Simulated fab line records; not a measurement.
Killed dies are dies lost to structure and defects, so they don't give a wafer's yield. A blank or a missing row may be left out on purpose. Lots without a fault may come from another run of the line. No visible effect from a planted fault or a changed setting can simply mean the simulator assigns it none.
fab line records	flow sfqLine
record: lots: 6	wafers: 16	lastDay: 81
route steps=325 shown C5@244 M6@251 I6@266 M7@281 M8@322
lots that met no fault: from a run of the same line without faults
startH: hours from the record's first day to the start of the lot's first wafer shown	waitH: hours from the lot's prior step to this one	" same as the row above	L1.1+2: several wafers, shown together as one row	- no value present, or no start provided	* or withheld: withheld	< > ~ a bound
route shown NAME@n: NAME is a module with steps in the file, n the number in the route of the first one	usual: mean/standard deviation taken from wafers without a fault	same: alike in all rows	chamber/n: place in a boat	sites: each site's reading	_std_site: the values' standard deviation	_edge_site: the outer-site mean with the inner-site mean subtracted	radiusMm: for every site, how far away it sits from the centre of the wafer	mask NAME#n: copy n	behind: tool/chamber where the wafer was last shaped	hold: what put the lot on hold/how long, in hours/how the hold closed	device: the n, p or np transistor that did not switch	end of line: tests of these same wafers at the route's end	for a step that has no rows: nothing shown but its recipe	killed: count of dies lost to structure and defects at first sort (not the wafer's yield)	map: shows each die of a wafer: x if killed, . if not, _ if none is there
set.NAME: the setting the step ran with; set.NAME@STEP: the setting that earlier step ran with	model.NAME: the simulator's own value behind a step, which no gauge read
certain route steps with their lots: each step a table, each wafer a row
services: when a tool's chamber went out of use (startH, in hours from the record's first day, below 0 if earlier), for how many hours, and the reason
== steps ==
step: SFQ_TRILAYER_C5_LITHO_PEB_154
recipe: pebTempC: 115	pebTimeS: 60	resist: KrF
step: SFQ_TRILAYER_C5_LITHO_DEVELOP_153
recipe: timeS: 60	resist: KrF
step: SFQ_C5_OVL_MEAS_937
usual: C5_OVL: -2/4.8
lot.wafer	tool	chamber	startH	waitH	C5_OVL[nm]
L617.1	overlay-02	-	1245.89	0.1	-5
L617.4	"	-	"	"	-4
L617.6	"	-	"	"	-1
L623.2	overlay-02	-	1271.16	0.1	-4
L623.5	"	-	"	"	-7
L623.6	"	-	"	"	-9
L628.1	overlay-01	-	1651.67	0.1	5
L628.2	"	-	"	"	1
L628.5	"	-	"	"	3
L629.1	overlay-01	-	1652.87	0.1	0
L629.3	"	-	"	"	8
L629.4	"	-	"	"	4
L633.1	overlay-01	-	1658.87	0.1	-7
L633.5	"	-	"	"	-5
L635.1	overlay-01	-	1663.67	0.1	0
L635.2	"	-	"	"	2
step: SFQ_TRILAYER_C5_BARC_OPEN_VIA_ETCH_210
recipe: maskMaterial: PR	chemistry: O2	targetDepthNm: 125	target: BARC	sourceW: 500	biasW: 80	pressureMtorr: 30	timeS: 41.7
usual: drypumpMotorCurrentA: 5.6/0.66	oesProductAu: 0.685/0.0045
lot.wafer	tool	chamber	startH	waitH	drypumpMotorCurrentA	oesProductAu	rfHoursCounterH
L617.1	rieDiel-01	2	1245.93	0.0	5.1	0.690	17
L617.4	"	3	"	"	4.9	0.695	9
L617.6	"	2	"	"	5.1	0.689	-
L623.2	rieDiel-01	2	1271.19	0.0	5.1	0.688	17
L623.5	"	3	"	"	4.9	0.684	-
L623.6	"	2	"	"	5.1	0.686	-
L628.1	rieDiel-01	3	1651.71	0.0	4.9	0.691	16
L628.2	"	0	"	"	6.6	0.682	1
L628.5	"	2	"	"	5.2	0.683	-
L629.1	rieDiel-02	3	1652.91	0.0	6.3	0.684	1
L629.3	"	1	"	"	5.4	0.685	18
L629.4	"	0	"	"	6.4	0.680	12
L633.1	rieDiel-03	2	1658.91	0.0	6.4	0.680	21
L633.5	"	3	"	"	5.0	0.682	-
L635.1	rieDiel-02	1	1663.71	0.0	5.4	0.684	18
L635.2	"	2	"	"	5.4	0.677	20
step: SFQ_TRILAYER_C5_ETCH_VIA_ETCH_154
recipe: target: SiO2	maskMaterial: PR	chemistry: CHF3	targetDepthNm: 84	sourceW: 500	biasW: 80	pressureMtorr: 30	timeS: withheld	stopOn: Nb
step: SFQ_TRILAYER_C5_STRIP_STRIP_155
recipe: gas: O2	powerW: 200	platenTempC: 40	overashFraction: 0.65	chemistry: O2	pressureMtorr: 50
step: SFQ_TRILAYER_C5_STRIP_SOLV_CLEAN_156
recipe: chemistry: NMP	tempC: 70	timeS: 600
step: SFQ_TRILAYER_M6_DEP_PRE_CLEAN_158
recipe: gas: Ar	timeS: 22.5	biasV: 250
step: SFQ_TRILAYER_M6_DEP_SPUTTER_157
recipe: material: Nb	basePressurePa: 1.33e-06	chamberPressurePa: 0.1333	substrateTempC: 20	targetThkNm: 200	powerW: 2000	timeS: 133.3
step: SFQ_M6_RS_MEAS_938
recipe: thkMeasGauge: four-point-probe	reads: Nb_of_TRILAYER_M6_DEP_SPUTTER_157
usual: M6_NB_RS: 0.887/0.01
lot.wafer	tool	chamber	startH	waitH	M6_NB_RS[ohm/sq]
L617.1	filmMetro-03	-	1246.93	0.0	0.896
L617.4	"	-	"	"	0.891
L617.6	"	-	"	"	0.887
L623.2	filmMetro-03	-	1272.19	0.1	0.902
L623.5	"	-	"	"	0.895
L623.6	"	-	"	"	0.890
L628.1	filmMetro-01	-	1652.90	0.0	0.881
L628.2	"	-	"	"	0.881
L628.5	"	-	"	"	0.868
L629.1	filmMetro-03	-	1653.89	0.0	0.885
L629.3	"	-	"	"	0.900
L629.4	"	-	"	"	0.880
L633.1	filmMetro-02	-	1660.07	0.0	0.891
L633.5	"	-	"	"	0.888
L635.1	filmMetro-03	-	1665.29	0.0	0.881
L635.2	"	-	"	"	0.888
step: SFQ_TRILAYER_M6_LITHO_COAT_164
recipe: resist: BARC	spinRpm: 3000	resistThkNm: 62
step: SFQ_TRILAYER_M6_LITHO_COAT_159
recipe: resist: KrF	spinRpm: 3000	resistThkNm: 600
usual: exhaustPa: 45.1/0.85
lot.wafer	tool	chamber	startH	waitH	exhaustPa	model.KrF_of_TRILAYER_M6_LITHO_COAT_159.thkNm
L617.1	lithoTrack-02	0	1247.41	0.2	45.8	603.6
L617.4	"	0	"	"	44.8	602.5
L617.6	"	0	"	"	44.2	603.5
L623.2	lithoTrack-01	0	1272.70	0.2	46.3	601.9
L623.5	"	0	"	"	45.6	599.8
L623.6	"	0	"	"	45.8	601.7
L628.1	lithoTrack-04	0	1653.38	0.2	45.4	597.1
L628.2	"	0	"	"	43.8	596.8
L628.5	"	0	"	"	45.9	597.4
L629.1	lithoTrack-04	0	1654.37	0.2	45.8	598.5
L629.3	"	0	"	"	44.4	599.6
L629.4	"	0	"	"	45.4	599.5
L633.1	lithoTrack-04	0	1660.55	0.2	44.6	632.8
L633.5	"	0	"	"	43.8	597.4
L635.1	lithoTrack-04	0	1665.77	0.2	43.4	635
L635.2	"	0	"	"	44.1	636
step: SFQ_TRILAYER_M6_LITHO_SOFTBAKE_163
recipe: tempC: withheld	timeS: withheld	resist: KrF
step: SFQ_TRILAYER_M6_LITHO_EXPOSE_160
recipe: maskId: M6	na: 0.6	sourceShape: conventional	sigmaOuter: 0.65	targetCdNm: 500	doseMj: 14.4
step: SFQ_TRILAYER_M6_LITHO_PEB_162
recipe: pebTempC: 115	pebTimeS: 60	resist: KrF
step: SFQ_TRILAYER_M6_LITHO_DEVELOP_161
recipe: timeS: 60	resist: KrF
step: SFQ_M6_OVL_MEAS_940
usual: M6_OVL: 0/5.3
lot.wafer	tool	chamber	startH	waitH	M6_OVL[nm]
L617.1	overlay-02	-	1371.10	0.1	8
L617.4	"	-	"	"	-2
L617.6	"	-	"	"	3
L623.2	overlay-02	-	1396.62	0.1	1
L623.5	"	-	"	"	1
L623.6	"	-	"	"	-2
L628.1	overlay-02	-	1724.99	0.1	4
L628.2	"	-	"	"	0
L628.5	"	-	"	"	-6
L629.1	overlay-01	-	1726.19	0.1	8
L629.3	"	-	"	"	1
L629.4	"	-	"	"	2
L633.1	overlay-02	-	1732.19	0.1	-1
L633.5	"	-	"	"	7
L635.1	overlay-02	-	1734.59	0.1	2
L635.2	"	-	"	"	0
step: SFQ_TRILAYER_M6_BARC_OPEN_METAL_ETCH_206
recipe: maskMaterial: PR	chemistry: O2	targetDepthNm: 125	target: BARC	icpW: 600	biasW: 80	pressureMtorr: 10	timeS: 41.7
step: SFQ_TRILAYER_M6_ETCH_METAL_ETCH_162
recipe: target: Nb	stopOn: SiO2	maskMaterial: PR	chemistry: Cl2/Ar	targetDepthNm: 240	icpW: 600	biasW: 80	pressureMtorr: 10	timeS: 120
usual: drypumpMotorCurrentA: 5.9/0.4	oesProductAu: 0.896/0.007
lot.wafer	tool	chamber	startH	waitH	drypumpMotorCurrentA	oesProductAu	rfHoursCounterH	model.KrF_of_TRILAYER_M6_LITHO_COAT_159.thkNm
L617.1	rieMetal-04	1	1371.20	0.0	5.7	0.893	60	388.3
L617.4	"	1	"	"	5.7	0.894	-	386.9
L617.6	"	0	"	"	6.3	0.895	-	384.7
L623.2	rieMetal-04	0	1396.71	0.0	6.3	0.891	121	379.4
L623.5	"	1	"	"	5.7	0.894	-	380.8
L623.6	"	0	"	"	6.3	0.889	-	378.4
L628.1	rieMetal-02	0	1725.09	0.0	6.5	0.898	60	375.5
L628.2	"	1	"	"	5.2	0.902	91	377
L628.5	"	1	"	"	5.2	0.901	-	379.8
L629.1	rieMetal-04	1	1726.31	0.1	5.7	0.898	117	379.2
L629.3	"	0	"	"	6.3	0.893	-	378.1
L629.4	"	1	"	"	5.7	0.898	-	382.3
L633.1	rieMetal-01	0	1732.29	0.0	5.8	0.897	117	408.6
L633.5	"	0	"	"	5.7	0.896	-	374.8
L635.1	rieMetal-01	1	1734.69	0.0	5.7	0.896	147	417.3
L635.2	"	0	"	"	5.8	0.889	118	412.7
step: SFQ_TRILAYER_M6_STRIP_STRIP_163
recipe: gas: O2	powerW: 200	platenTempC: 40	overashFraction: 0.65	chemistry: O2	pressureMtorr: 50
step: SFQ_TRILAYER_M6_STRIP_SOLV_CLEAN_164
recipe: chemistry: NMP	tempC: 70	timeS: 600
step: SFQ_TRILAYER_I6_DEP_PECVD_165
recipe: material: SiO2	tempC: 150	timeS: 111.11	pressureTorr: 2.4	rfW: 183.3	precursor: SiH4/N2O	targetThkNm: 500
step: SFQ_TRILAYER_I6_CMP_CMP_166
recipe: material: SiO2	downForcePsi: 3	platenRpm: 60	padVelocityMS: 0.94248
usual: motorCurrentA: 10.2/0.93	slurryFlowMlMin: 150.0/0.5	timeToEndpointS: 215/7.8
lot.wafer	tool	chamber	startH	waitH	motorCurrentA	slurryFlowMlMin	timeToEndpointS
L617.4	cmp-02	2	1384.54	12.4	9.8	149.8	220
L617.1	"	3	"	"	10.1	149.7	215
L617.6	"	2	1386.54	14.4	9.8	150.7	223
L623.2	cmp-02	2	1427.39	29.7	9.6	149.5	211
L623.5	"	1	1428.89	31.2	8.8	150.5	220
L623.6	"	2	"	"	9.7	149.8	216
L628.2	cmp-02	2	1734.58	8.6	9.7	149.6	205
L628.1	"	3	"	"	10.4	149.9	202
L628.5	"	2	1736.58	10.5	9.9	149.3	222
L629.3	cmp-01	3	1735.57	8.3	11.0	149.7	208
L629.1	"	0	"	"	11.2	149.9	210
L629.4	"	1	"	"	11.5	150.9	216
L633.1	cmp-02	3	1744.08	10.9	10.2	150.4	205
L633.5	"	1	1745.08	11.8	8.9	150.0	224
L635.2	cmp-02	2	1749.74	14.1	10.0	150.2	222
L635.1	"	0	1750.74	15.1	10.8	150.4	209
step: SFQ_I6_BOW_MEAS_941
recipe: mode: bow
usual: I6_BOW: 5/12
lot.wafer	tool	chamber	startH	waitH	I6_BOW[um]
L617.1	filmMetro-01	-	1387.54	2.0	9
L617.4	"	-	"	"	-1
L617.6	"	-	"	"	-1
L623.2	filmMetro-04	-	1429.91	2.0	26
L623.5	"	-	"	"	36
L623.6	"	-	"	"	27
L628.1	filmMetro-04	-	1737.08	1.5	-7
L628.2	"	-	"	"	2
L628.5	"	-	"	"	10
L629.1	filmMetro-01	-	1738.07	1.5	12
L629.3	"	-	"	"	6
L629.4	"	-	"	"	5
L633.1	filmMetro-03	-	1746.08	1.5	21
L633.5	"	-	"	"	17
L635.1	filmMetro-04	-	1752.24	1.0	-4
L635.2	"	-	"	"	-12
step: SFQ_TRILAYER_I6_METRO_MEASURE_167
usual: thkNm: 200.1/1.1
lot.wafer	tool	chamber	startH	waitH	thkNm
L617.1	filmMetro-01	-	1387.66	0.1	200.1
L617.4	"	-	"	"	201.5
L617.6	"	-	"	"	201.5
L623.2	filmMetro-04	-	1430.21	0.3	199.3
L623.5	"	-	"	"	199.5
L623.6	"	-	"	"	198.5
L628.1	filmMetro-04	-	1737.20	0.1	199.9
L628.2	"	-	"	"	200.8
L628.5	"	-	"	"	199.3
L629.1	filmMetro-01	-	1738.19	0.1	200.7
L629.3	"	-	"	"	200.2
L629.4	"	-	"	"	199.7
L633.1	filmMetro-03	-	1746.20	0.1	199.0
L633.5	"	-	"	"	199.6
L635.1	filmMetro-04	-	1752.36	0.1	201.2
L635.2	"	-	"	"	200.6
step: SFQ_TRILAYER_I6_VIA_LITHO_COAT_174
recipe: resist: BARC	spinRpm: 3000	resistThkNm: 62
step: SFQ_TRILAYER_I6_VIA_LITHO_COAT_169
recipe: resist: KrF	spinRpm: 3000	resistThkNm: 650
step: SFQ_TRILAYER_I6_VIA_LITHO_SOFTBAKE_173
recipe: tempC: withheld	timeS: withheld	resist: KrF
step: SFQ_TRILAYER_I6_VIA_LITHO_EXPOSE_170
recipe: maskId: I6	na: 0.6	sourceShape: conventional	sigmaOuter: 0.65	targetCdNm: 700	doseMj: 21.3
step: SFQ_TRILAYER_I6_VIA_LITHO_PEB_172
recipe: pebTempC: 115	pebTimeS: 60	resist: KrF
step: SFQ_TRILAYER_I6_VIA_LITHO_DEVELOP_171
recipe: timeS: 60	resist: KrF
step: SFQ_I6_OVL_MEAS_942
usual: I6_OVL: 2/6.1
lot.wafer	tool	chamber	startH	waitH	I6_OVL[nm]
L617.1	overlay-02	-	1485.70	0.1	1
L617.4	"	-	"	"	8
L617.6	"	-	"	"	3
L623.2	overlay-02	-	1522.82	0.1	11
L623.5	"	-	"	"	13
L623.6	"	-	"	"	5
L628.1	overlay-02	-	1740.78	0.1	6
L628.2	"	-	"	"	6
L628.5	"	-	"	"	4
L629.1	overlay-02	-	1741.98	0.1	-1
L629.3	"	-	"	"	-1
L629.4	"	-	"	"	3
L633.1	overlay-02	-	1755.10	0.1	0
L633.5	"	-	"	"	-5
L635.1	overlay-02	-	1761.10	0.1	2
L635.2	"	-	"	"	-11
step: SFQ_TRILAYER_I6_VIA_BARC_OPEN_VIA_ETCH_235
recipe: maskMaterial: PR	chemistry: O2	targetDepthNm: 125	target: BARC	sourceW: 500	biasW: 80	pressureMtorr: 30	timeS: 41.7
step: SFQ_TRILAYER_I6_VIA_ETCH_VIA_ETCH_172
recipe: target: SiO2	stopOn: Nb	maskMaterial: PR	taperDeg: 20	chemistry: CHF3	targetDepthNm: 260	sourceW: 500	biasW: 80	pressureMtorr: 30	timeS: withheld
usual: drypumpMotorCurrentA: 5.7/0.58	oesProductAu: 0.855/0.005
lot.wafer	tool	chamber	startH	waitH	drypumpMotorCurrentA	oesProductAu
L617.1	rieDiel-01	3	1485.77	0.0	4.8	0.851
L617.4	"	1	"	"	4.8	0.863
L617.6	"	3	"	"	4.8	0.860
L623.2	rieDiel-04	3	1522.89	0.0	5.6	0.856
L623.5	"	1	"	"	5.4	0.856
L623.6	"	2	"	"	6.1	0.853
L628.1	rieDiel-04	2	1740.85	0.0	6.1	0.854
L628.2	"	1	"	"	5.3	0.854
L628.5	"	3	"	"	5.6	0.852
L629.1	rieDiel-02	3	1742.05	0.0	6.3	0.861
L629.3	"	1	"	"	5.4	0.851
L629.4	"	0	"	"	6.4	0.851
L633.1	rieDiel-01	1	1755.18	0.0	4.8	0.851
L633.5	"	0	"	"	6.6	0.854
L635.1	rieDiel-02	0	1761.18	0.0	6.4	0.858
L635.2	"	3	"	"	6.3	0.858
step: SFQ_TRILAYER_I6_VIA_STRIP_STRIP_173
recipe: gas: O2	powerW: 200	platenTempC: 40	overashFraction: 0.65	chemistry: O2	pressureMtorr: 50
usual: drypumpMotorCurrentA: 5.81/0.22	oesProductAu: 1.006/0.008	platenTempC: 40.00/0.11
lot.wafer	tool	chamber	startH	waitH	drypumpMotorCurrentA	oesProductAu	platenTempC	rfHoursCounterH
L617.1	rieMetal-01	0	1485.89	-	5.78	1.003	39.99	78
L617.4	"	1	"	"	5.72	0.993	40.01	-
L617.6	"	0	"	"	5.75	1.007	40.14	-
L623.2	rieMetal-04	0	1523.00	-	6.33	1.005	39.93	142
L623.5	"	1	"	"	5.69	0.997	39.95	-
L623.6	"	0	"	"	6.33	1.005	40.06	-
L628.1	rieMetal-01	0	1740.97	-	5.78	1.006	40.02	119
L628.2	"	0	"	"	5.79	1.018	39.93	-
L628.5	"	0	"	"	5.78	1.013	40.15	-
L629.1	rieMetal-04	1	1742.17	-	5.71	0.992	40.05	119
L629.3	"	0	"	"	6.34	1.021	40.01	-
L629.4	"	1	"	"	5.68	0.996	39.91	-
L633.1	rieMetal-04	0	1755.29	-	6.32	1.012	39.93	28
L633.5	"	1	"	"	5.68	1.002	39.99	-
L635.1	rieMetal-04	1	1761.29	-	5.72	0.994	40.08	123
L635.2	"	1	"	"	5.68	0.995	39.99	-
step: SFQ_TRILAYER_I6_VIA_STRIP_SOLV_CLEAN_174
recipe: chemistry: NMP	tempC: 70	timeS: 600
step: SFQ_TRILAYER_M7_DEP_PRE_CLEAN_176
recipe: gas: Ar	timeS: 22.5	biasV: 250
step: SFQ_TRILAYER_M7_DEP_SPUTTER_175
recipe: material: Nb	basePressurePa: 1.33e-06	chamberPressurePa: 0.1333	substrateTempC: 20	targetThkNm: 200	powerW: 2000	timeS: 133.3
step: SFQ_M7_RS_MEAS_943
recipe: thkMeasGauge: four-point-probe	reads: Nb_of_TRILAYER_M7_DEP_SPUTTER_175
usual: M7_NB_RS: 0.885/0.011
lot.wafer	tool	chamber	startH	waitH	M7_NB_RS[ohm/sq]
L617.1	filmMetro-01	-	1486.80	0.0	0.879
L617.4	"	-	"	"	0.873
L617.6	"	-	"	"	0.885
L623.2	filmMetro-01	-	1523.92	0.1	0.871
L623.5	"	-	"	"	0.871
L623.6	"	-	"	"	0.871
L628.1	filmMetro-02	-	1742.46	0.0	0.871
L628.2	"	-	"	"	0.881
L628.5	"	-	"	"	0.884
L629.1	filmMetro-01	-	1743.06	0.0	0.876
L629.3	"	-	"	"	0.871
L629.4	"	-	"	"	0.862
L633.1	filmMetro-01	-	1756.19	0.0	0.895
L633.5	"	-	"	"	0.893
L635.1	filmMetro-02	-	1762.82	0.0	0.888
L635.2	"	-	"	"	0.883
step: SFQ_TRILAYER_M7_LITHO_COAT_182
recipe: resist: BARC	spinRpm: 3000	resistThkNm: 62
step: SFQ_M8_RS_MEAS_949
recipe: thkMeasGauge: four-point-probe	reads: Au_of_TRILAYER_M8_DEP_EVAP_196+Pt_of_TRILAYER_M8_DEP_EVAP_198+Ti_of_TRILAYER_M8_DEP_EVAP_197
usual: M8_AU_RS: 0.1541/0.0019
lot.wafer	tool	chamber	startH	waitH	hold	M8_AU_RS[ohm/sq]
L617.1	filmMetro-03	-	1669.19	0.3	-	0.1559
L617.4	"	-	"	"	-	0.1585
L617.6	"	-	"	"	-	0.1564
L623.2	filmMetro-01	-	1779.89	0.3	-	0.1566
L623.5	"	-	"	"	-	0.1547
L623.6	"	-	"	"	-	0.1551
L628.1	filmMetro-02	-	1906.74	0.3	-	0.1543
L628.2	"	-	"	"	-	0.1515
L628.5	"	-	"	"	-	0.1535
L629.1	filmMetro-02	-	1911.54	0.3	-	0.1532
L629.3	"	-	"	"	-	0.1528
L629.4	"	-	"	"	-	0.1545
L633.1	filmMetro-02	-	1926.07	0.3	awaitDispo/0.2h/release	0.1523
L633.5	"	-	"	"	awaitDispo/0.2h/release	0.1541
L633.1	filmMetro-02	-	1926.35	0.3	-	0.1525
L633.5	"	-	"	"	-	0.1541
L635.1	filmMetro-02	-	1933.69	0.3	awaitDispo/0.2h/release	0.1540
L635.2	"	-	"	"	awaitDispo/0.2h/release	0.1520
L635.1	filmMetro-02	-	1933.98	0.3	-	0.1539
L635.2	"	-	"	"	-	0.1519
step: SFQ_M8_THK_MEAS_950
recipe: thkMeasGauge: xrf	reads: Au_of_TRILAYER_M8_DEP_EVAP_196
usual: M8_AU_THK: 182.5/2.5
lot.wafer	tool	chamber	startH	waitH	hold	M8_AU_THK[nm]
L617.1	filmMetro-03	-	1669.31	0.1	-	181.6
L617.4	"	-	"	"	-	178.1
L617.6	"	-	"	"	-	180.7
L623.2	filmMetro-01	-	1780.00	0.1	-	178.5
L623.5	"	-	"	"	-	181.0
L623.6	"	-	"	"	-	180.7
L628.1	filmMetro-02	-	1906.86	0.1	-	183.3
L628.2	"	-	"	"	-	186.4
L628.5	"	-	"	"	-	183.9
L629.1	filmMetro-02	-	1911.66	0.1	-	185.3
L629.3	"	-	"	"	-	184.7
L629.4	"	-	"	"	-	183.4
L633.1	filmMetro-02	-	1927.46	1.1	awaitDispo/0.2h/release	183.9
L633.5	"	-	"	"	awaitDispo/0.2h/release	182.3
L633.1	filmMetro-02	-	1927.69	0.2	-	184.1
L633.5	"	-	"	"	-	181.9
L635.1	filmMetro-02	-	1935.64	1.6	awaitDispo/0.2h/release	182.5
L635.2	"	-	"	"	awaitDispo/0.2h/release	185.3
L635.1	filmMetro-02	-	1935.87	0.2	-	183.0
L635.2	"	-	"	"	-	185.7
== services ==
tool	chamber	startH	hours	kind
cmp-02	-	1229.82	1.4	repair
cmp-02	-	1244.15	5.0	pm
cmp-02	-	1253.39	6.7	pm
cmp-02	-	1260.08	4.0	pm
rieMetal-04	-	1313.00	1.2	repair
rieDiel-01	-	1345.32	0.5	repair
cmp-02	-	1364.77	0.6	repair
cmp-02	-	1391.90	4.4	repair
cmp-02	-	1420.08	0.8	repair
cmp-02	-	1436.23	1.8	repair
rieDiel-01	-	1452.18	4.3	pm
rieDiel-01	-	1490.17	0.2	repair
rieDiel-01	1	1508.06	7.3	repair
rieDiel-01	-	1523.76	2.8	pm
cmp-02	-	1543.68	1.2	repair
cmp-02	-	1553.62	10.3	pm
cmp-02	-	1563.31	1.3	repair
rieDiel-01	-	1573.01	1.1	repair
rieMetal-04	-	1576.27	0.4	repair
rieDiel-01	1	1604.40	8.1	repair
rieDiel-01	0	1645.09	4.6	repair
rieDiel-01	2	1680.90	6.3	repair
rieDiel-01	1	1732.37	11.7	repair
rieMetal-04	0	1758.31	10.0	repair
== key ==
firstSign none at tools or gauges
modelEffect: step: SFQ_TRILAYER_M6_LITHO_COAT_159	value: KrF_of_TRILAYER_M6_LITHO_COAT_159.thkNm	without: 600	struck: 634.6
modelEffect: step: SFQ_TRILAYER_M6_ETCH_METAL_ETCH_162	value: KrF_of_TRILAYER_M6_LITHO_COAT_159.thkNm	without: 378.2	struck: 412.8
metAt SFQ_TRILAYER_M6_LITHO_COAT_159
struckWafers L633.1,L635.1,L635.2
onsetBetween 1654.37 1660.55
fault: kind: processParameterDrift	tool: lithoTrack-04	chamber: -	onsetH: 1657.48	steps: SFQ_TRILAYER_M6_LITHO_COAT_159	channel: resistThkNm	offset: 34.63	shape: step	endH: 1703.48	scope: struckWafersOnly	actsIn: theseRecipesOnly	stated: 600
